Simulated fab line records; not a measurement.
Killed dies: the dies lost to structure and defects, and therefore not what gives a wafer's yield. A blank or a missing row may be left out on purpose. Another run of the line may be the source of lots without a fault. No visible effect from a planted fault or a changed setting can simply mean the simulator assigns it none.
Chamber matching	flow gf180mcu	cmp-01 running GF_V5_CMP_04: 4 sister chambers
The step polishes SiO2. 4 wafers are shown with their chamber, then 8 later ones without.

## WAFERS PAIRED WITH THEIR CHAMBERS
wafer	chamber	motor-current-A (A)
L839.6	3	11.4
L840.4	0	11.9
L840.6	1	9.8
L843.3	2	12.8

## WAFERS WITHOUT THEIR CHAMBER
wafer	motor-current-A (A)
L843.5	11.6
L843.6	11.4
L844.1	12.1
L844.3	10.2
L844.6	11.5
L846.1	9.6
L846.5	13.0
L846.6	10.0

## WHICH CHAMBER EACH ONE RAN IN
wafer	from the rows above	in truth
L843.5	can't be placed: 3 or 0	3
L843.6	3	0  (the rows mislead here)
L844.1	0	0
L844.3	1	1
L844.6	can't be placed: 3 or 0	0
L846.1	1	1
L846.5	2	2
L846.6	1	1
5 of 8 placed correctly. Can't be placed from these rows: 2 (the true chamber is among the candidates in 2). 1 placed wrongly.
How it was worked out, from the rows above alone: a wafer's distance from a chamber is the root of the sum, over the readings, of the square of ((its reading less the chamber's mean) divided by the reading's scatter). If the next closest chamber is less than 2 further off than the closest, the wafer can't be placed; otherwise it belongs to the closest. For every chamber, the mean is computed from those of its wafers that are shown. The scatter: with one shown wafer a chamber, the root of the mean of the squares of how far each hidden wafer lies from its nearest shown one.
